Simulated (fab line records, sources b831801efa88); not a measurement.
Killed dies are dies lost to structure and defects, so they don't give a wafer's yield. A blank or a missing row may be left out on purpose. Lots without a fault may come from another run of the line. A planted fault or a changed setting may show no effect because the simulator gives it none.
Which tool did it? | flow gf180mcu | 10 lots, 30 wafers sampled, at 4 steps of a route of 602

WHAT THE GAUGES READ, wafer by wafer
GF_DNWELL_TW_MEAS_09. Usual: DNWELL_TW 1353, standard deviation 7.9.
lot  | measured    | on            | DNWELL_TW      | flag
L589 | day 2 18:23 | film_metro-04 | 1350 1360 1353 |
L590 | day 3 00:08 | film_metro-02 | 1352 1337 1345 |
L591 | day 3 04:30 | film_metro-01 | 1352 1356 1356 |
L592 | day 3 11:12 | film_metro-04 | 1369 1362 1367 |
L595 | day 4 03:46 | film_metro-01 | 1298 1299 1310 | OFF
L602 | day 5 16:22 | film_metro-02 | 1305 1305 1295 | OFF
L608 | day 6 23:55 | film_metro-02 | 1349 1344 1350 |
L609 | day 7 05:33 | film_metro-02 | 1339 1346 1348 |
L610 | day 7 11:15 | film_metro-04 | 1344 1336 1343 |
L612 | day 7 20:44 | film_metro-01 | 1343 1344 1341 |

GF_MVSD_OVL_MEAS_07. Usual: MVSD_OVL 0.7 nm, standard deviation 1.6.
lot  | measured     | on         | MVSD_OVL (nm)  | flag
L589 | day 4 09:06  | overlay-01 | 0.3 0.4 2.5    |
L590 | day 4 16:08  | overlay-02 | 2.4 1.0 0.9    |
L591 | day 4 21:14  | overlay-01 | -0.6 -0.8 -1.3 |
L592 | day 5 04:11  | overlay-02 | 3.4 1.6 1.3    |
L595 | day 5 21:47  | overlay-02 | -1.4 0.1 -1.7  |
L602 | day 7 14:55  | overlay-02 | -0.4 0.7 1.9   |
L608 | day 9 00:06  | overlay-01 | 0.9 2.0 1.1    |
L609 | day 9 07:44  | overlay-02 | 1.3 2.7 3.6    |
L610 | day 9 14:57  | overlay-01 | -3.1 -2.0 -4.4 |
L612 | day 10 00:51 | overlay-01 | -0.1 0.5 2.8   |

GF_HV_LDD_THK_MEAS_57. Usual: HV_LDD_CVD_56_THK 90.0 nm, standard deviation 1.
lot  | measured     | on            | HV_LDD_CVD_56_THK (nm) | flag
L589 | day 12 08:44 | film_metro-03 | 90.0 89.7 89.8         |
L590 | day 12 21:49 | film_metro-04 | 89.7 88.7 89.0         |
L591 | day 13 06:49 | film_metro-01 | 90.2 91.2 90.5         |
L592 | day 13 13:11 | film_metro-01 | 90.2 89.5 89.5         |
L595 | day 14 15:13 | film_metro-03 | 89.3 89.8 89.9         |
L602 | day 16 18:56 | film_metro-01 | 90.9 91.1 91.6         |
L608 | day 18 21:20 | film_metro-03 | 90.7 91.6 91.1         |
L609 | day 19 07:57 | film_metro-04 | 90.1 91.1 90.0         |
L610 | day 19 16:28 | film_metro-03 | 91.2 91.4 91.3         |
L612 | day 20 02:46 | film_metro-03 | 90.3 91.1 89.7         |

WHICH TOOL RAN EACH LOT (tool, then ch and the chambers of the sampled wafers, then the start)
lot  | GF_DNWELL_IMPLANT_07
L589 | implanter-01 ch 0, day 2 18:08
L590 | implanter-04 ch 0, day 2 23:53
L591 | implanter-01 ch 0, day 3 04:16
L592 | implanter-01 ch 0, day 3 10:57
L595 | implanter-01 ch 0, day 4 03:31
L602 | implanter-01 ch 0, day 5 16:10
L608 | implanter-04 ch 0, day 6 23:40
L609 | implanter-03 ch 0, day 7 05:18
L610 | implanter-04 ch 0, day 7 11:00
L612 | implanter-03 ch 0, day 7 20:29
- GF_DNWELL_IMPLANT_07

WHAT THE TOOLS THEMSELVES READ (means of the sampled wafers that have a number; where no wafer has one, the mark that the record gives instead)
The record holds no such reading with a usual standard deviation.

THE ANSWER, worked out from the rows above alone
Rule: a lot is off if the mean of its wafers that have a number lies more than 3 standard deviations from the usual mean. A lot without any number at a reading at which 4 lots or more have one is off too. The other lots that the step has rows for count as sound. The gauges are gone through in route order, then the tools' own readings, and for those a lot's mean is taken as printed above. The first step at which some lot is off is used, and at that step the reading that is off furthest; a lot without a number counts as furthest.
Off: L595, L602, at GF_DNWELL_TW_MEAS_09 (DNWELL_TW).
A tool fits if, at a process step before that reading, it ran every lot that is off, and no sound lot after the first of them. The gauges at GF_DNWELL_TW_MEAS_09 are tried like those tools. One fits: implanter-01 at GF_DNWELL_IMPLANT_07. Its last sound lot is L592 (day 3 10:57), its first lot that is off L595 (day 4 03:31): a fault that began between those two fits.

WHAT THE SIMULATOR HAD PUT IN
Process parameter drift: implanter-01, from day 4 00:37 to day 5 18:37, at GF_DNWELL_IMPLANT_07. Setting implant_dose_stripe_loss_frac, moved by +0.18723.
Lots struck among those shown: L595, L602. The rule above found the same.
